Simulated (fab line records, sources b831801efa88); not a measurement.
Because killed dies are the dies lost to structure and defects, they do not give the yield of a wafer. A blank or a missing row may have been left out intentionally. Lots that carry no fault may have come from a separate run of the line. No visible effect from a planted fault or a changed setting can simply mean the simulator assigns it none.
fab line records -- flow sky130
record: lots: 15, wafers: 45, last_day: 50
route steps=708 shown CONTACT@418 VIA1@478 METAL2@486 CAPM@537
lots with no fault: from the same line, run without faults
start_h: hours from the record's first day to the start of the lot's first wafer shown -- wait_h: time in hours since the lot's previous step -- " identical to the entry in the row above -- L1.1+2: several wafers, shown together as one row -- - value missing, or start not given -- * or withheld: withheld -- < > ~ a bound
route shown NAME@n: NAME is a module with steps in the file, n the number in the route of the first one -- usual: mean/standard deviation taken from wafers without a fault -- same: alike in all rows -- chamber/n: place in a boat -- sites: the reading at each site -- _std_site: their standard deviation -- _edge_site: inner sites' mean taken away from outer sites' mean -- radius_mm: for every site, how far away it sits from the centre of the wafer -- mask NAME#n: copy n -- behind: the most recent tool/chamber to have shaped the wafer -- hold: what put the lot on hold/how long, in hours/how the hold closed -- device: names the non-switching transistor (n, p or np) -- end of line: tests run on the same wafers once the route is complete -- a step with no rows: only its recipe -- killed: count of dies lost to structure and defects at first sort (not the wafer's yield) -- map: the dies of a wafer, with x for killed, . for not killed, _ for no die there
set.NAME: the run value of the setting; set.NAME@STEP: its run value at that earlier step -- model.NAME: the simulator's own value behind a step, which no gauge read
steps of the route over a sample of lots; a table a step, a row a wafer
services: from which hour (start_h, from the record's first day; less than 0 if before it) a tool's chamber was out of use, for how many hours, and why
== steps ==
step: SKY_CONTACT_PEB_12
recipe: peb_temp_c: withheld, peb_time_s: withheld, resist: KrF-thick
usual: chill_plate_temp_C: *, exhaust_pa: 45.1/0.93
lot.wafer,tool,chamber,start_h,wait_h,chill_plate_temp_C,exhaust_pa
L233.1,litho_track-01,0,744,-,*,45.4
L233.4,litho_track-01,0,744,-,*,45.4
L233.5,litho_track-01,0,744,-,*,46.5
L234.1,litho_track-01,0,754,-,*,44.0
L234.2,litho_track-01,0,754,-,*,43.7
L234.4,litho_track-01,0,754,-,*,44.5
L236.1,litho_track-03,0,763,-,*,43.8
L236.3,litho_track-03,0,763,-,*,43.1
L236.6,litho_track-03,0,763,-,*,43.5
L235.1,litho_track-03,0,766,-,*,46.1
L235.4,litho_track-03,0,766,-,*,45.5
L235.6,litho_track-03,0,766,-,*,45.4
L237.1,litho_track-03,0,784,-,*,43.9
L237.4,litho_track-03,0,784,-,*,43.3
L237.6,litho_track-03,0,784,-,*,44.1
L238.1,litho_track-03,0,786,-,*,45.1
L238.2,litho_track-03,0,786,-,*,45.5
L238.6,litho_track-03,0,786,-,*,46.8
L239.1,litho_track-04,0,796,-,*,44.5
L239.4,litho_track-04,0,796,-,*,44.4
L239.5,litho_track-04,0,796,-,*,45.2
L240.3,litho_track-04,0,796,-,*,44.5
L240.5,litho_track-04,0,796,-,*,44.1
L240.6,litho_track-04,0,796,-,*,45.4
L242.2,litho_track-01,0,821,-,*,44.7
L242.4,litho_track-01,0,821,-,*,44.1
L242.6,litho_track-01,0,821,-,*,46.1
L243.2,litho_track-03,0,823,-,*,45.8
L243.3,litho_track-03,0,823,-,*,45.6
L243.5,litho_track-03,0,823,-,*,45.9
L247.3,litho_track-01,-,858,-,-,-
L247.4,litho_track-01,-,858,-,-,-
L247.5,litho_track-01,-,858,-,-,-
L248.2,litho_track-03,-,869,-,-,-
L248.3,litho_track-03,-,869,-,-,-
L248.5,litho_track-03,-,869,-,-,-
L249.2,litho_track-04,-,869,-,-,-
L249.4,litho_track-04,-,869,-,-,-
L249.6,litho_track-04,-,869,-,-,-
L255.1,litho_track-01,0,911,-,*,43.7
L255.4,litho_track-01,0,911,-,*,44.3
L255.5,litho_track-01,0,911,-,*,43.5
L254.1,litho_track-03,0,914,-,*,45.3
L254.2,litho_track-03,0,914,-,*,46.3
L254.3,litho_track-03,0,914,-,*,45.3
step: SKY_VIA1_SPUTTER_20
recipe: material: TiN, target_thk_nm: 20, chamber_pressure_pa: 5, power_w: 4000, time_s: 80
usual: throttle_valve_pct: 29.7/1
lot.wafer,tool,chamber,start_h,wait_h,throttle_valve_pct
L233.1,pvd_sputter-04,-,802.34,0.0,30.8
L233.4,pvd_sputter-04,-,802.34,0.0,29.3
L233.5,pvd_sputter-04,-,802.34,0.0,29.8
L234.1,pvd_sputter-04,-,812.19,0.0,30.2
L234.2,pvd_sputter-04,-,812.19,0.0,29.2
L234.4,pvd_sputter-04,-,812.19,0.0,27.7
L236.1,pvd_sputter-04,-,821.31,0.0,29.8
L236.3,pvd_sputter-04,-,821.31,0.0,30.8
L236.6,pvd_sputter-04,-,821.31,0.0,27.6
L235.1,pvd_sputter-04,-,825.27,0.0,30.7
L235.4,pvd_sputter-04,-,825.27,0.0,30.2
L235.6,pvd_sputter-04,-,825.27,0.0,31.1
L237.1,pvd_sputter-03,-,841.62,0.0,30.2
L237.4,pvd_sputter-03,-,841.62,0.0,30.1
L237.6,pvd_sputter-03,-,841.62,0.0,30.3
L238.1,pvd_sputter-03,-,843.24,0.0,28.7
L238.2,pvd_sputter-03,-,843.24,0.0,29.7
L238.6,pvd_sputter-03,-,843.24,0.0,30.4
L239.1,pvd_sputter-01,-,854.28,0.0,30.1
L239.4,pvd_sputter-01,-,854.28,0.0,32.5
L239.5,pvd_sputter-01,-,854.28,0.0,30.2
L240.3,pvd_sputter-03,-,854.38,0.0,30.4
L240.5,pvd_sputter-03,-,854.38,0.0,30.0
L240.6,pvd_sputter-03,-,854.38,0.0,29.9
L242.2,pvd_sputter-04,-,880.35,0.0,27.5
L242.4,pvd_sputter-04,-,880.35,0.0,30.8
L242.6,pvd_sputter-04,-,880.35,0.0,29.2
L243.2,pvd_sputter-03,-,880.54,0.0,30.1
L243.3,pvd_sputter-03,-,880.54,0.0,30.0
L243.5,pvd_sputter-03,-,880.54,0.0,28.7
L255.1,pvd_sputter-04,-,965.64,0.0,29.2
L255.4,pvd_sputter-04,-,965.64,0.0,27.8
L255.5,pvd_sputter-04,-,965.64,0.0,29.2
L254.1,pvd_sputter-04,-,969.17,0.0,30.9
L254.2,pvd_sputter-04,-,969.17,0.0,27.7
L254.3,pvd_sputter-04,-,969.17,0.0,29.1
step: SKY_METAL2_SPUTTER_03
recipe: material: Ti, target_thk_nm: 5, power_w: 3000, time_s: 3.3, chamber_pressure_pa: 0.4
usual: throttle_valve_pct: 29.5/0.99
lot.wafer,tool,chamber,start_h,wait_h,throttle_valve_pct
L233.1,pvd_sputter-03,-,803.05,0.0,29.1
L233.4,pvd_sputter-03,-,803.05,0.0,30.1
L233.5,pvd_sputter-03,-,803.05,0.0,29.0
L234.1,pvd_sputter-02,-,812.90,0.0,27.5
L234.2,pvd_sputter-02,-,812.90,0.0,29.8
L234.4,pvd_sputter-02,-,812.90,0.0,30.9
L236.1,pvd_sputter-03,-,822.02,0.0,29.0
L236.3,pvd_sputter-03,-,822.02,0.0,30.1
L236.6,pvd_sputter-03,-,822.02,0.0,30.1
L235.1,pvd_sputter-03,-,825.98,0.0,30.1
L235.4,pvd_sputter-03,-,825.98,0.0,30.3
L235.6,pvd_sputter-03,-,825.98,0.0,28.8
L237.1,pvd_sputter-04,-,842.32,0.0,29.6
L237.4,pvd_sputter-04,-,842.32,0.0,29.5
L237.6,pvd_sputter-04,-,842.32,0.0,29.2
L238.1,pvd_sputter-02,-,843.95,0.0,30.8
L238.2,pvd_sputter-02,-,843.95,0.0,29.4
L238.6,pvd_sputter-02,-,843.95,0.0,29.7
L239.1,pvd_sputter-02,-,854.98,0.0,29.4
L239.4,pvd_sputter-02,-,854.98,0.0,27.5
L239.5,pvd_sputter-02,-,854.98,0.0,31.0
L240.3,pvd_sputter-03,-,855.58,0.0,29.8
L240.5,pvd_sputter-03,-,855.58,0.0,28.9
L240.6,pvd_sputter-03,-,855.58,0.0,30.0
L242.2,pvd_sputter-02,-,881.06,0.0,27.5
L242.4,pvd_sputter-02,-,881.06,0.0,30.8
L242.6,pvd_sputter-02,-,881.06,0.0,29.7
L243.2,pvd_sputter-04,-,881.36,0.0,30.0
L243.3,pvd_sputter-04,-,881.36,0.0,30.9
L243.5,pvd_sputter-04,-,881.36,0.0,30.8
L255.1,pvd_sputter-03,-,966.34,0.0,29.8
L255.4,pvd_sputter-03,-,966.34,0.0,30.2
L255.5,pvd_sputter-03,-,966.34,0.0,30.0
L254.1,pvd_sputter-02,-,969.97,0.0,29.8
L254.2,pvd_sputter-02,-,969.97,0.0,31.0
L254.3,pvd_sputter-02,-,969.97,0.0,29.8
step: SKY_CAPM_CVD_00
recipe: material: SiO2, target_thk_nm: 15.5, temp_c: 400, time_s: withheld, rf_w: 450
usual: heater_power_w: 759/140, rf_fwd_power_W: 439.9/1.6
lot.wafer,tool,chamber,start_h,wait_h,heater_power_w,rf_fwd_power_W
L233.1,pecvd-03,1,860.23,0.0,792,439.2
L233.4,pecvd-03,1,860.23,0.0,801,438.6
L233.5,pecvd-03,0,860.23,0.0,634,438.2
L234.1,pecvd-01,0,868.64,0.0,786,441.2
L234.2,pecvd-01,2,868.64,0.0,726,439.4
L234.4,pecvd-01,0,868.64,0.0,814,439.6
L236.1,pecvd-01,2,877.51,0.0,677,441.9
L236.3,pecvd-01,0,877.51,0.0,830,441.7
L236.6,pecvd-01,2,877.51,0.0,678,439.4
L235.1,pecvd-01,0,882.34,0.0,765,437.3
L235.4,pecvd-01,1,882.34,0.0,636,440.0
L235.6,pecvd-01,0,882.34,0.0,759,438.7
L237.1,pecvd-01,2,898.10,0.0,637,440.8
L237.4,pecvd-01,2,898.10,0.0,624,441.6
L237.6,pecvd-01,0,898.10,0.0,842,442.6
L238.1,pecvd-03,2,898.74,0.0,1066,442.1
L238.2,pecvd-03,0,898.74,0.0,763,440.0
L238.6,pecvd-03,0,898.74,0.0,758,438.1
L239.1,pecvd-01,1,910.51,0.0,757,440.0
L239.4,pecvd-01,0,910.51,0.0,713,439.7
L239.5,pecvd-01,2,910.51,0.0,664,437.8
L240.3,pecvd-02,2,911.09,0.0,531,439.4
L240.5,pecvd-02,1,911.09,0.0,751,439.2
L240.6,pecvd-02,2,911.09,0.0,545,440.8
L242.2,pecvd-03,0,934.86,0.0,682,439.2
L242.4,pecvd-03,0,934.86,0.0,704,441.7
L242.6,pecvd-03,1,934.86,0.0,753,439.7
L243.2,pecvd-02,2,936.41,0.0,537,438.6
L243.3,pecvd-02,1,936.41,0.0,790,440.2
L243.5,pecvd-02,1,936.41,0.0,772,441.1
L255.1,pecvd-02,0,1019.12,0.0,847,436.9
L255.4,pecvd-02,0,1019.12,0.0,837,437.8
L255.5,pecvd-02,0,1019.12,0.0,845,438.4
L254.1,pecvd-03,0,1022.07,0.0,723,439.3
L254.2,pecvd-03,2,1022.07,0.0,1109,442.3
L254.3,pecvd-03,1,1022.07,0.0,752,440.7
== services ==
tool,chamber,start_h,hours,kind
pecvd-03,1,739.66,16.1,repair
pvd_sputter-02,-,753.21,3.8,repair
pecvd-01,2,765.99,9.1,repair
pvd_sputter-02,-,783.89,2.0,repair
pecvd-02,1,790.05,2.9,repair
pecvd-03,-,810.92,4.3,pm
pvd_sputter-02,-,823.24,5.2,repair
pecvd-02,2,825.33,5.5,repair
pecvd-03,-,826.36,1.7,repair
pecvd-01,0,833.26,8.8,repair
pvd_sputter-04,-,850.35,2.1,repair
pecvd-01,1,859.91,20.4,repair
pecvd-03,0,880.52,4.1,repair
pecvd-01,2,882.76,5.0,scheduled_down
pecvd-01,-,883.71,2.6,repair
pvd_sputter-03,-,947.15,2.1,repair
pvd_sputter-04,-,949.69,1.8,repair
pecvd-01,-,965.11,2.8,pm
pecvd-01,1,991.01,5.5,scheduled_down
pecvd-02,0,999.07,6.3,repair
pvd_sputter-02,-,1007.90,8.5,repair
pecvd-01,0,1014.27,2.1,scheduled_down
pecvd-01,-,1015.60,3.3,repair
pecvd-01,2,1017.79,2.1,scheduled_down
== key ==
first_sign: step: SKY_CONTACT_PEB_12, reading: tool_record, direction: missing
effect none on later readings
met_at SKY_CONTACT_PEB_12
struck_lots L247,L248,L249
later_rows_left_out L247.3,L247.4,L247.5,L248.2,L248.3,L248.5,L249.2,L249.4,L249.6
sort_left_out L247.3,L247.4,L247.5,L248.2,L248.3,L248.5,L249.2,L249.4,L249.6
tester_left_out L247,L248,L249
not_acting_at SKY_VIA1_SPUTTER_20,SKY_METAL2_SPUTTER_03,SKY_CAPM_CVD_00
onset_between 823 858
fault: kind: skipped_step_whole, tool: litho_track-01,litho_track-03,litho_track-04, chamber: -, onset_h: 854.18, steps: SKY_CONTACT_PEB_12, scope: struck_lots_only
tester_left_out: of these lots the tester's yield and bins aren't shown, on N5 and GAA mostly nor the transistor test; their killed dies are dies lost to structure and defects alone, not to doping, threshold or leakage, so they don't give the yield
sort_left_out: the simulated sort isn't trusted on such a fault, so these wafers' sort isn't shown, and their yield isn't known
later_rows_left_out: the simulator's readings of these wafers behind a module that went badly wrong aren't trusted and aren't shown, but for the sort
